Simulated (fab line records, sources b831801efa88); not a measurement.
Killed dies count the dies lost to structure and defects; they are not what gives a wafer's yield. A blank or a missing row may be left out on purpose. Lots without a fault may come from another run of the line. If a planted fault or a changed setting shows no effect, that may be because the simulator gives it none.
fab line records	flow sky130
record: lots: 11	wafers: 33	lastDay: 50
route steps=708 shown METAL4@600 VIA4@652 METAL5@676 PAD_OPEN@706
lots untouched by any fault: they come from a run of this same line in which no faults occurred
startH: start of the lot's first displayed wafer, in hours after the record's first day	waitH: how many hours have passed since the lot's step before this one	" same as the row above	L1.1+2: a single row standing in for several wafers	- value missing, or start not given	* or withheld: withheld	< > ~ a bound
route shown NAME@n: names a module that has steps shown in the file, with the first one's number in the route	usual: mean/standard deviation of fault-free wafers	same: alike in all rows	chamber/n: place in a boat	sites: readings site by site	_std_site: standard deviation across them	_edge_site: the outer-site mean with the inner-site mean subtracted	radiusMm: how far each site lies from the wafer's centre	mask NAME#n: copy n	behind: the last tool/chamber to shape the wafer	hold: why the lot was held/for how many hours/how that ended	device: names the non-switching transistor (n, p or np)	end of line: tests run on the same wafers once the route is complete	a step given without rows: its recipe and nothing more	killed: count of dies lost to structure and defects at first sort (not the wafer's yield)	map: per-die view of a wafer (x killed, . not killed, _ where there is no die)
set.NAME: the setting as run; set.NAME@STEP: as run at that earlier step	model.NAME: the simulator's own value behind a step, which no gauge read
the route's steps for a sample of lots (tables are steps, rows are wafers)
services: when a tool's chamber went out of use (startH, in hours from the record's first day, below 0 if earlier), for how many hours, and the reason
== steps ==
step: SKY_METAL4_SPUTTER_02
recipe: material: AlCu	targetThkNm: 735	powerW: 10600	timeS: 38.4	chamberPressurePa: 0.4
usual: throttleValvePct: 29.8/0.88
lot.wafer	tool	chamber	startH	waitH	throttleValvePct
L588.1	pvdSputter-01	-	923.56	0.0	30.5
L588.3	"	-	"	"	30.6
L588.5	"	-	"	"	29.4
L589.2	pvdSputter-04	-	940.20	0.0	27.8
L589.3	"	-	"	"	30.1
L589.4	"	-	"	"	29.9
L590.1	pvdSputter-02	-	943.14	0.0	30.4
L590.3	"	-	"	"	30.9
L590.6	"	-	"	"	29.3
L591.2	pvdSputter-04	-	952.98	0.0	28.0
L591.3	"	-	"	"	30.2
L591.4	"	-	"	"	29.8
L598.1	pvdSputter-04	-	1016.11	0.0	30.4
L598.4	"	-	"	"	29.6
L598.6	"	-	"	"	30.2
L600.2	pvdSputter-02	-	1027.41	0.0	30.6
L600.3	"	-	"	"	30.5
L600.5	"	-	"	"	30.6
L603.1	pvdSputter-02	-	1040.13	0.0	30.3
L603.3	"	-	"	"	29.3
L603.5	"	-	"	"	30.1
L602.2	pvdSputter-04	-	1041.82	0.0	30.1
L602.5	"	-	"	"	29.9
L602.6	"	-	"	"	30.0
L605.1	pvdSputter-04	-	1058.26	0.0	27.8
L605.3	"	-	"	"	29.6
L605.4	"	-	"	"	30.2
L607.1	pvdSputter-02	-	1065.23	0.0	31.1
L607.2	"	-	"	"	29.2
L607.6	"	-	"	"	29.3
L610.1	pvdSputter-04	-	1078.86	0.0	29.4
L610.2	"	-	"	"	29.5
L610.5	"	-	"	"	29.7
step: SKY_VIA4_STRIP_13
recipe: chemistry: O2/N2	powerW: 1400	pressureMtorr: 1500	platenTempC: withheld	o2FlowSccm: 3000	n2FlowSccm: 300	overashFraction: 0.5
usual: drypumpMotorCurrentA: 6.03/0.29	n2FlowSccm: 299.9/0.95	oesProductAu: 0.709/0.0045	stripTimeToEndpointS: 12.796/0.025
lot.wafer	tool	chamber	startH	waitH	drypumpMotorCurrentA	n2FlowSccm	oesProductAu	rfHoursCounterH	stripTimeToEndpointS
L588.1	plasmaAsher-03	1	997.68	-	5.83	298.9	0.704	85	12.822
L588.3	"	0	"	"	6.45	299.4	0.710	-	12.779
L588.5	"	1	"	"	5.81	301.0	0.711	-	12.780
L589.2	plasmaAsher-03	1	1012.83	-	5.77	298.3	0.710	86	12.790
L589.3	"	0	"	"	6.44	300.5	0.707	-	12.829
L589.4	"	1	"	"	5.80	299.7	0.713	-	12.822
L590.1	plasmaAsher-01	1	1016.26	-	6.09	299.7	0.713	119	12.817
L590.3	"	1	"	"	6.09	298.9	0.715	-	12.774
L590.6	"	0	"	"	6.16	300.7	0.714	-	12.835
L591.2	plasmaAsher-02	0	1024.71	-	5.88	298.4	0.707	60	12.819
L591.3	"	1	"	"	5.59	300.6	0.705	-	12.782
L591.4	"	0	"	"	5.92	299.9	0.706	-	12.813
L598.1	plasmaAsher-03	0	1084.64	-	6.46	300.7	0.714	93	12.818
L598.4	"	0	"	"	6.46	299.1	0.711	-	12.832
L598.6	"	0	"	"	6.47	299.7	0.712	-	12.744
L600.2	plasmaAsher-03	0	1093.06	-	6.46	299.8	0.705	94	12.774
L600.3	"	0	"	"	6.47	299.8	0.706	-	12.814
L600.5	"	1	"	"	5.75	299.2	0.713	-	12.833
L603.1	plasmaAsher-02	0	1106.33	-	5.95	300.9	0.712	68	12.746
L603.3	"	0	"	"	5.95	299.5	0.710	-	12.758
L603.5	"	1	"	"	5.55	298.8	0.705	-	12.792
L602.2	plasmaAsher-01	0	1107.58	-	6.16	301.2	0.708	4	12.808
L602.5	"	0	"	"	6.14	300.0	0.707	-	12.796
L602.6	"	1	"	"	6.10	299.1	0.708	-	12.784
L605.1	plasmaAsher-03	1	1120.01	-	5.83	298.4	0.704	97	12.809
L605.3	"	1	"	"	5.76	299.0	0.711	-	12.814
L605.4	"	0	"	"	6.45	300.8	0.720	-	12.794
L607.1	plasmaAsher-01	1	1127.88	-	6.11	299.1	0.707	6	12.815
L607.2	"	0	"	"	6.14	299.9	0.701	6	12.834
L607.6	"	1	"	"	6.12	299.1	0.714	-	12.776
L610.1	plasmaAsher-02	0	1139.33	-	5.92	299.2	0.709	71	12.789
L610.2	"	1	"	"	5.54	299.6	0.712	71	12.810
L610.5	"	0	"	"	5.93	300.1	0.709	-	12.792
step: SKY_METAL5_METAL_ETCH_15
recipe: targetDepthA: 12600	stopOn: SiO2	overEtchFrac: 0.2	timeS: 239.8	chemistry: Cl2/BCl3	resistSidewallDeg: 86	pressureMtorr: 10	icpW: 900	biasW: 48.5	Cl2_flow_sccm: 60	bcl3FlowSccm: 30
usual: drypumpMotorCurrentA: 5.7/0.48	oesProductAu: 0.914/0.0085	throttleValvePct: 22.264/0.0085
lot.wafer	tool	chamber	startH	waitH	drypumpMotorCurrentA	oesProductAu	rfHoursCounterH	throttleValvePct
L588.1	rieMetal-03	0	1021.80	0.0	5.5	0.921	10	22.258
L588.3	"	1	"	"	5.0	0.914	-	22.267
L588.5	"	1	"	"	5.0	0.914	-	22.248
L589.2	rieMetal-01	0	1037.05	0.0	6.3	0.911	9	22.258
L589.3	"	0	"	"	6.3	0.918	-	22.258
L589.4	"	1	"	"	6.3	0.923	-	22.274
L590.1	rieMetal-03	0	1040.15	0.0	5.6	0.933	11	22.263
L590.3	"	0	"	"	5.6	0.920	-	22.252
L590.6	"	1	"	"	5.0	0.920	-	22.267
L591.2	rieMetal-01	0	1048.05	0.0	6.3	0.927	10	22.263
L591.3	"	0	"	"	6.3	0.927	-	22.272
L591.4	"	1	"	"	6.2	0.914	-	22.262
L598.1	rieMetal-03	0	1106.00	0.0	5.6	0.908	15	22.268
L598.4	"	1	"	"	5.0	0.907	-	22.260
L598.6	"	1	"	"	5.0	0.898	-	22.249
L600.2	rieMetal-03	1	1112.95	0.0	5.0	0.921	12	22.252
L600.3	"	1	"	"	5.0	0.922	-	22.272
L600.5	"	0	"	"	5.6	0.923	-	22.248
L603.1	rieMetal-03	0	1127.93	0.0	5.6	0.922	18	22.257
L603.3	"	1	"	"	5.0	0.929	-	22.244
L603.5	"	0	"	"	5.6	0.913	-	22.255
L602.2	rieMetal-01	0	1129.25	0.0	6.3	0.908	16	22.274
L602.5	"	1	"	"	6.3	0.915	-	22.261
L602.6	"	0	"	"	6.2	0.924	-	22.271
L605.1	rieMetal-02	0	1140.35	0.0	5.8	0.923	17	22.263
L605.3	"	1	"	"	5.9	0.917	-	22.262
L605.4	"	0	"	"	5.8	0.922	-	22.272
L607.1	rieMetal-03	1	1148.25	0.0	5.0	0.914	15	22.269
L607.2	"	0	"	"	5.6	0.906	19	22.260
L607.6	"	0	"	"	5.6	0.919	-	22.258
L610.1	rieMetal-01	0	1159.10	0.0	6.3	0.919	20	22.271
L610.2	"	1	"	"	6.3	0.922	1	22.255
L610.5	"	0	"	"	6.3	0.930	-	22.266
step: SKY_PAD_OPEN_ANNEAL_12
recipe: tempC: 400	timeS: withheld	ambient: N2/H2	idleTempC: 300	rampUpCPerMin: 8	rampDownCPerMin: 4
usual: rampDownCPerMin: 4.0000/0.00067	rampUpCPerMin: 8.0000/0.0015	spikeTcLowerC: 399.9/1.1	zonePowerTopPct: 10.9/0.56
lot.wafer	tool	chamber	startH	waitH	rampDownCPerMin	rampUpCPerMin	spikeTcLowerC	zonePowerTopPct
L588.1	furnace-02	0	1066.81	0.0	3.9996	7.9998	400.6	11.5
L588.3	"	0	"	"	4.0003	7.9994	399.6	11.4
L588.5	"	0	"	"	3.9995	8.0021	401.2	11.8
L589.2	furnace-01	-	1080.67	0.0	-	-	-	-
L589.3	"	-	"	"	-	-	-	-
L589.4	"	-	"	"	-	-	-	-
L590.1	furnace-02	-	1084.16	0.0	-	-	-	-
L590.3	"	-	"	"	-	-	-	-
L590.6	"	-	"	"	-	-	-	-
L591.2	furnace-01	-	1092.91	0.0	-	-	-	-
L591.3	"	-	"	"	-	-	-	-
L591.4	"	-	"	"	-	-	-	-
L598.1	furnace-01	0	1142.02	0.0	3.9999	8.0028	399.3	10.6
L598.4	"	0	"	"	4.0009	7.9984	399.2	10.3
L598.6	"	0	"	"	4.0001	8.0019	400.1	10.6
L600.2	furnace-01	0	1153.09	0.0	4.0000	8.0002	399.1	10.3
L600.3	"	0	"	"	3.9995	7.9980	399.8	10.5
L600.5	"	0	"	"	4.0002	7.9985	401.1	10.3
L603.1	furnace-01	0	1165.78	0.0	4.0003	7.9984	403.3	10.4
L603.3	"	0	"	"	4.0007	8.0003	398.1	10.5
L603.5	"	0	"	"	3.9987	7.9978	400.1	10.5
L602.2	furnace-01	0	1168.78	0.9	4.0006	7.9994	398.9	10.6
L602.5	"	0	"	"	4.0006	8.0000	401.0	10.5
L602.6	"	0	"	"	3.9991	7.9981	403.3	10.5
L605.1	furnace-01	0	1177.92	0.0	4.0004	7.9986	398.9	10.5
L605.3	"	0	"	"	4.0001	7.9994	399.3	10.4
L605.4	"	0	"	"	3.9995	7.9982	400.3	10.4
L607.1	furnace-02	0	1184.47	0.0	4.0017	8.0007	400.8	11.5
L607.2	"	0	"	"	4.0001	7.9992	399.1	11.6
L607.6	"	0	"	"	4.0004	7.9997	401.0	11.5
L610.1	furnace-01	0	1193.44	0.0	4.0001	7.9969	399.9	10.4
L610.2	"	0	"	"	4.0013	7.9975	399.9	10.4
L610.5	"	0	"	"	4.0001	7.9987	399.4	10.4
step: SKY_PAD_OPEN_BOW_MEAS_13
recipe: mode: bow
usual: PAD_OPEN_BOW: 46/10
lot.wafer	tool	chamber	startH	waitH	PAD_OPEN_BOW[um]
L588.1	filmMetro-02	-	1068.31	-	45
L588.3	"	-	"	"	45
L588.5	"	-	"	"	42
L589.2	filmMetro-01	-	1082.19	-	105
L589.3	"	-	"	"	86
L589.4	"	-	"	"	94
L590.1	filmMetro-04	-	1085.66	-	120
L590.3	"	-	"	"	119
L590.6	"	-	"	"	108
L591.2	filmMetro-02	-	1094.43	-	90
L591.3	"	-	"	"	93
L591.4	"	-	"	"	93
L598.1	filmMetro-04	-	1143.52	-	38
L598.4	"	-	"	"	44
L598.6	"	-	"	"	48
L600.2	filmMetro-04	-	1154.61	-	40
L600.3	"	-	"	"	36
L600.5	"	-	"	"	38
L603.1	filmMetro-02	-	1167.28	-	40
L603.3	"	-	"	"	51
L603.5	"	-	"	"	40
L602.2	filmMetro-02	-	1170.30	-	54
L602.5	"	-	"	"	60
L602.6	"	-	"	"	43
L605.1	filmMetro-04	-	1179.42	-	44
L605.3	"	-	"	"	56
L605.4	"	-	"	"	51
L607.1	filmMetro-04	-	1185.98	-	52
L607.2	"	-	"	"	43
L607.6	"	-	"	"	43
L610.1	filmMetro-04	-	1194.94	-	45
L610.2	"	-	"	"	37
L610.5	"	-	"	"	58
step: SKY_PAD_OPEN_PROBE_99
usual: defectLimitedYield: 82.5/1.9	killed_at_M0_to_M3: 44/7.3	killed_at_M4_up: 3.1/1.9	killedAtContacts: 24/5.3	killedAtFrontEnd: 15/4	killedAtOther: 0.4/0.6	killedDies: 86/9.2	killedOnRim: 17/3.5	killedOpen: 47/6.9	killedShort: 39/6.9
same: grossDies: 492	killedAtBackSide: 0
lot.wafer	tool	chamber	startH	waitH	defectLimitedYield[%]	killed_at_M0_to_M3	killed_at_M4_up	killedAtContacts	killedAtFrontEnd	killedAtOther	killedDies	killedOnRim	killedOpen	killedShort
L588.1	prober-01	-	1068.43	0.1	84.6	40	5	21	9	1	76	15	41	35
L588.3	prober-01	-	1068.53	0.2	82.7	46	2	19	18	0	85	14	49	36
L588.5	prober-01	-	1068.63	0.2	82.1	40	3	21	24	0	88	15	48	40
L589.2	prober-02	-	1082.34	0.1	83.3	41	2	24	15	0	82	15	44	38
L589.3	prober-02	-	1082.39	0.2	82.9	40	6	20	18	0	84	17	41	43
L589.4	prober-02	-	1082.44	0.2	83.1	48	2	20	12	1	83	15	47	36
L590.1	prober-01	-	1085.78	0.1	81.5	49	5	25	11	1	91	19	52	38
L590.3	prober-01	-	1085.88	0.2	81.7	48	3	19	20	0	90	14	50	40
L590.6	prober-01	-	1086.03	0.2	87.0	34	2	14	13	1	64	15	33	31
L591.2	prober-02	-	1094.58	0.1	85.6	41	4	15	10	1	71	16	35	35
L591.3	prober-02	-	1094.63	0.2	84.6	32	2	28	13	1	76	12	36	39
L591.4	prober-02	-	1094.68	0.2	85.8	35	3	18	13	1	70	16	34	34
L598.1	prober-02	-	1143.64	0.1	79.7	50	6	22	21	1	100	26	55	45
L598.4	prober-02	-	1143.79	0.2	78.5	63	2	19	21	1	106	17	59	46
L598.6	prober-02	-	1143.89	0.2	82.5	59	1	15	11	0	86	16	45	41
L600.2	prober-02	-	1154.76	0.1	84.6	46	3	17	10	0	76	16	48	28
L600.3	prober-02	-	1154.81	0.2	82.1	37	7	30	14	0	88	16	42	46
L600.5	prober-02	-	1154.91	0.2	86.0	38	3	12	16	0	69	17	35	34
L603.1	prober-02	-	1167.40	0.1	81.9	47	0	28	13	1	89	19	52	37
L603.3	prober-02	-	1167.50	0.2	81.3	52	3	26	11	0	92	22	57	35
L603.5	prober-02	-	1167.60	0.2	85.2	32	2	25	14	0	73	15	46	27
L602.2	prober-01	-	1170.45	0.1	82.7	47	2	22	14	0	85	17	44	41
L602.5	prober-01	-	1170.60	0.2	83.1	49	2	23	9	0	83	16	50	32
L602.6	prober-01	-	1170.65	0.2	85.0	40	2	17	14	1	74	14	34	40
L605.1	prober-01	-	1179.54	0.1	82.1	52	3	23	10	0	88	18	52	35
L605.3	prober-01	-	1179.64	0.2	80.5	52	3	20	19	2	96	20	55	40
L605.4	prober-01	-	1179.69	0.2	82.1	47	0	18	23	0	88	21	43	44
L607.1	prober-02	-	1186.10	0.1	81.5	36	1	34	20	0	91	21	49	41
L607.2	prober-02	-	1186.15	0.1	82.9	39	3	22	20	0	84	11	46	38
L607.6	prober-02	-	1186.35	0.2	81.9	37	4	32	16	0	89	17	56	33
L610.1	prober-01	-	1195.06	0.1	82.5	39	5	27	14	1	86	17	49	36
L610.2	prober-01	-	1195.11	0.1	81.7	42	5	29	13	1	90	18	54	33
L610.5	prober-01	-	1195.26	0.2	78.9	57	2	24	21	0	104	16	54	49
killed by level:class
L588.1 CONTACT:geometricParticle:open=10 VIA3:geometricParticle:open=9 VIA1:geometricParticle:open=8 VIA2:geometricParticle:open=7 CONTACT:geometricParticle:short=6 FIELD_ISO:geometricParticle:short=5 METAL2:geometricParticle:short=4 VIA2:geometricParticle:short=4
L588.3 VIA1:geometricParticle:open=13 CONTACT:geometricParticle:open=12 VIA2:geometricParticle:open=8 METAL1:geometricParticle:short=6 METAL2:geometricParticle:short=5 FIELD_ISO:geometricParticle:open=4 POLY_GATE:geometricParticle:short=4 SPACER:geometricParticle:short=4
L588.5 VIA1:geometricParticle:open=13 POLY_GATE:geometricParticle:open=6 CONTACT:geometricParticle:open=6 POLY_GATE:geometricParticle:short=5 SPACER:geometricParticle:open=5 LOCAL_INTERCONNECT:geometricParticle:short=5 METAL2:geometricParticle:short=5 VIA2:geometricParticle:short=5
L589.2 CONTACT:geometricParticle:open=8 VIA1:geometricParticle:open=7 LI_CONTACT:geometricParticle:open=6 VIA1:geometricParticle:short=6 FIELD_ISO:geometricParticle:open=5 CONTACT:geometricParticle:short=5 VIA3:geometricParticle:open=5 METAL3:geometricParticle:short=4
L589.3 VIA2:geometricParticle:open=9 VIA3:geometricParticle:open=7 CONTACT:geometricParticle:short=7 VIA1:geometricParticle:open=6 METAL2:geometricParticle:short=6 METAL4:geometricParticle:short=6 FIELD_ISO:geometricParticle:short=5 LOCAL_INTERCONNECT:geometricParticle:short=4
L589.4 VIA1:geometricParticle:open=11 CONTACT:geometricParticle:open=9 VIA3:geometricParticle:open=8 METAL1:geometricParticle:short=7 VIA2:geometricParticle:open=7 FIELD_ISO:geometricParticle:open=5 LI_CONTACT:geometricParticle:open=5 METAL2:geometricParticle:short=5
L590.1 VIA1:geometricParticle:open=12 CONTACT:geometricParticle:open=9 VIA2:geometricParticle:open=9 VIA3:geometricParticle:open=8 LI_CONTACT:geometricParticle:open=7 METAL1:geometricParticle:short=5 VIA3:geometricParticle:short=5 CONTACT:geometricParticle:short=4
L590.3 VIA1:geometricParticle:open=14 CONTACT:geometricParticle:open=12 METAL1:geometricParticle:short=9 VIA3:geometricParticle:open=6 POLY_GATE:geometricParticle:open=5 VIA1:geometricParticle:short=5 FIELD_ISO:geometricParticle:short=4 VIA2:geometricParticle:open=4
L590.6 CONTACT:geometricParticle:open=7 VIA1:geometricParticle:open=6 VIA3:geometricParticle:open=6 METAL1:geometricParticle:short=5 METAL2:geometricParticle:short=4 FIELD_ISO:geometricParticle:short=3 LI_CONTACT:geometricParticle:open=3 LOCAL_INTERCONNECT:geometricParticle:short=3
L591.2 VIA1:geometricParticle:open=10 FIELD_ISO:geometricParticle:short=6 LI_CONTACT:geometricParticle:open=6 VIA3:geometricParticle:open=6 LOCAL_INTERCONNECT:geometricParticle:short=5 METAL2:geometricParticle:short=5 METAL1:geometricParticle:short=4 VIA1:geometricParticle:short=4
L591.3 CONTACT:geometricParticle:short=9 CONTACT:geometricParticle:open=9 VIA1:geometricParticle:open=6 VIA1:geometricParticle:short=6 FIELD_ISO:geometricParticle:open=5 LI_CONTACT:geometricParticle:open=5 VIA2:geometricParticle:open=5 METAL1:geometricParticle:short=4
L591.4 CONTACT:geometricParticle:open=9 VIA1:geometricParticle:open=9 METAL1:geometricParticle:short=6 VIA2:geometricParticle:open=6 METAL2:geometricParticle:short=5 FIELD_ISO:geometricParticle:short=4 POLY_GATE:geometricParticle:short=3 LI_CONTACT:geometricParticle:open=3
L598.1 VIA1:geometricParticle:open=10 CONTACT:geometricParticle:open=8 VIA3:geometricParticle:open=8 VIA2:geometricParticle:open=8 METAL1:geometricParticle:short=7 FIELD_ISO:geometricParticle:short=6 LI_CONTACT:geometricParticle:open=5 POLY_GATE:geometricParticle:short=4
L598.4 VIA1:geometricParticle:open=16 METAL1:geometricParticle:short=9 VIA3:geometricParticle:open=9 LI_CONTACT:geometricParticle:open=7 VIA2:geometricParticle:open=7 FIELD_ISO:geometricParticle:open=6 METAL2:geometricParticle:short=6 VIA1:geometricParticle:short=5
L598.6 VIA1:geometricParticle:open=14 VIA1:geometricParticle:short=8 VIA2:geometricParticle:open=8 METAL1:geometricParticle:short=7 VIA3:geometricParticle:open=7 LOCAL_INTERCONNECT:geometricParticle:short=4 CONTACT:geometricParticle:open=4 METAL2:geometricParticle:short=4
L600.2 VIA1:geometricParticle:open=13 LI_CONTACT:geometricParticle:open=8 VIA2:geometricParticle:open=7 VIA3:geometricParticle:short=7 FIELD_ISO:geometricParticle:open=5 CONTACT:geometricParticle:open=5 VIA3:geometricParticle:open=5 VIA1:geometricParticle:short=4
L600.3 CONTACT:geometricParticle:open=10 LI_CONTACT:geometricParticle:open=7 CONTACT:geometricParticle:short=6 VIA1:geometricParticle:open=6 METAL2:geometricParticle:short=6 VIA2:geometricParticle:open=6 METAL1:geometricParticle:short=5 FIELD_ISO:geometricParticle:short=4
L600.5 VIA1:geometricParticle:open=7 METAL1:geometricParticle:short=6 VIA3:geometricParticle:open=6 VIA1:geometricParticle:short=5 METAL2:geometricParticle:short=5 CONTACT:geometricParticle:open=4 VIA2:geometricParticle:open=4 FIELD_ISO:geometricParticle:open=3
L603.1 VIA1:geometricParticle:open=15 LI_CONTACT:geometricParticle:open=13 CONTACT:geometricParticle:short=7 METAL1:geometricParticle:open=6 VIA3:geometricParticle:open=6 CONTACT:geometricParticle:open=5 VIA2:geometricParticle:open=5 VIA1:geometricParticle:short=5
L603.3 CONTACT:geometricParticle:open=15 VIA1:geometricParticle:open=14 METAL2:geometricParticle:short=8 VIA2:geometricParticle:open=6 VIA3:geometricParticle:short=6 LI_CONTACT:geometricParticle:open=5 VIA3:geometricParticle:open=5 METAL3:geometricParticle:short=4
L603.5 CONTACT:geometricParticle:open=14 VIA1:geometricParticle:open=10 POLY_GATE:geometricParticle:short=5 FIELD_ISO:geometricParticle:open=4 LI_CONTACT:geometricParticle:open=4 METAL1:geometricParticle:short=4 VIA2:geometricParticle:open=4 VIA3:geometricParticle:open=4
L602.2 VIA1:geometricParticle:open=10 CONTACT:geometricParticle:short=9 VIA2:geometricParticle:open=9 LI_CONTACT:geometricParticle:open=6 CONTACT:geometricParticle:open=6 VIA1:geometricParticle:short=5 POLY_CUT:geometricParticle:short=4 METAL2:geometricParticle:short=4
L602.5 VIA1:geometricParticle:open=11 CONTACT:geometricParticle:open=10 VIA2:geometricParticle:open=8 VIA1:geometricParticle:short=8 VIA3:geometricParticle:open=6 LI_CONTACT:geometricParticle:open=6 METAL2:geometricParticle:short=5 LI_CONTACT:geometricParticle:short=4
L602.6 VIA1:geometricParticle:open=7 VIA2:geometricParticle:open=6 LI_CONTACT:geometricParticle:open=5 VIA3:geometricParticle:open=5 FIELD_ISO:geometricParticle:short=4 METAL3:geometricParticle:short=4 FIELD_ISO:geometricParticle:open=4 METAL1:geometricParticle:short=4
L605.1 VIA1:geometricParticle:open=15 CONTACT:geometricParticle:open=11 VIA2:geometricParticle:open=9 VIA1:geometricParticle:short=6 CONTACT:geometricParticle:short=5 VIA3:geometricParticle:open=5 LOCAL_INTERCONNECT:geometricParticle:short=4 METAL2:geometricParticle:short=4
L605.3 VIA2:geometricParticle:open=13 VIA3:geometricParticle:open=8 VIA1:geometricParticle:open=8 METAL2:geometricParticle:short=7 FIELD_ISO:geometricParticle:open=6 CONTACT:geometricParticle:short=6 CONTACT:geometricParticle:open=6 LI_CONTACT:geometricParticle:open=5
L605.4 VIA2:geometricParticle:open=12 FIELD_ISO:geometricParticle:short=7 VIA1:geometricParticle:open=7 FIELD_ISO:geometricParticle:open=6 CONTACT:geometricParticle:short=6 LI_CONTACT:geometricParticle:open=5 VIA2:geometricParticle:short=5 METAL1:geometricParticle:short=4
L607.1 CONTACT:geometricParticle:open=15 LI_CONTACT:geometricParticle:open=7 VIA1:geometricParticle:open=7 VIA3:geometricParticle:open=7 FIELD_ISO:geometricParticle:open=6 POLY_GATE:geometricParticle:short=6 VIA1:geometricParticle:short=6 LOCAL_INTERCONNECT:geometricParticle:short=4
L607.2 CONTACT:geometricParticle:open=9 VIA1:geometricParticle:open=9 POLY_GATE:geometricParticle:open=8 METAL1:geometricParticle:short=7 POLY_GATE:geometricParticle:short=4 VIA1:geometricParticle:short=4 LOCAL_INTERCONNECT:geometricParticle:short=4 LI_CONTACT:geometricParticle:open=4
L607.6 CONTACT:geometricParticle:open=17 LI_CONTACT:geometricParticle:open=8 METAL1:geometricParticle:short=6 VIA1:geometricParticle:short=6 VIA2:geometricParticle:open=6 VIA1:geometricParticle:open=5 METAL2:geometricParticle:short=5 FIELD_ISO:geometricParticle:open=4
L610.1 CONTACT:geometricParticle:open=13 VIA1:geometricParticle:open=12 VIA2:geometricParticle:open=8 FIELD_ISO:geometricParticle:open=5 METAL4:geometricParticle:short=5 METAL1:geometricParticle:short=5 LI_CONTACT:geometricParticle:open=4 METAL3:geometricParticle:short=3
L610.2 CONTACT:geometricParticle:open=13 VIA1:geometricParticle:open=9 LI_CONTACT:geometricParticle:open=7 VIA3:geometricParticle:open=6 METAL2:geometricParticle:short=5 VIA1:geometricParticle:short=5 VIA2:geometricParticle:open=4 FIELD_ISO:geometricParticle:short=3
L610.5 METAL2:geometricParticle:short=11 CONTACT:geometricParticle:open=10 VIA1:geometricParticle:open=9 LI_CONTACT:geometricParticle:open=7 METAL1:geometricParticle:short=6 VIA2:geometricParticle:open=6 VIA1:geometricParticle:short=6 FIELD_ISO:geometricParticle:short=5
== services ==
tool	chamber	startH	hours	kind
furnace-01	-	902.98	21.7	repair
pvdSputter-01	-	924.06	0.8	repair
furnace-02	-	926.95	4.6	pm
furnace-01	-	931.60	3.6	pm
pvdSputter-04	-	942.47	0.9	repair
pvdSputter-02	-	951.73	0.9	repair
pvdSputter-04	-	962.60	4.6	repair
furnace-01	-	981.76	2.3	pm
furnace-02	-	1002.97	3.2	pm
rieMetal-02	0	1014.15	1.0	repair
furnace-02	-	1030.34	3.7	pm
rieMetal-01	1	1040.23	2.7	repair
rieMetal-02	-	1044.14	2.8	pm
plasmaAsher-01	-	1055.25	9.0	pm
pvdSputter-01	-	1066.16	3.6	repair
pvdSputter-01	-	1078.77	29.8	repair
plasmaAsher-02	-	1081.92	1.0	repair
furnace-02	-	1094.95	4.1	pm
furnace-01	-	1099.05	2.9	pm
pvdSputter-02	-	1108.51	8.5	repair
plasmaAsher-02	-	1129.80	4.1	repair
plasmaAsher-03	-	1134.10	2.8	pm
pvdSputter-02	-	1139.44	15.2	repair
pvdSputter-02	-	1171.76	3.0	repair
== key ==
firstSign: step: SKY_PAD_OPEN_ANNEAL_12	reading: toolRecord	direction: missing
effect: step: SKY_PAD_OPEN_BOW_MEAS_13	reading: PAD_OPEN_BOW	direction: up	sigmas: 5.3	usual: 46	struck: 101
metAt SKY_PAD_OPEN_ANNEAL_12
struckLots L589,L590,L591
notActingAt SKY_METAL4_SPUTTER_02,SKY_VIA4_STRIP_13,SKY_METAL5_METAL_ETCH_15
onsetBetween 1066.81 1080.67
fault: kind: skippedStepWhole	tool: furnace-01,furnace-02	chamber: -	onsetH: 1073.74	steps: SKY_PAD_OPEN_ANNEAL_12	scope: struckLotsOnly
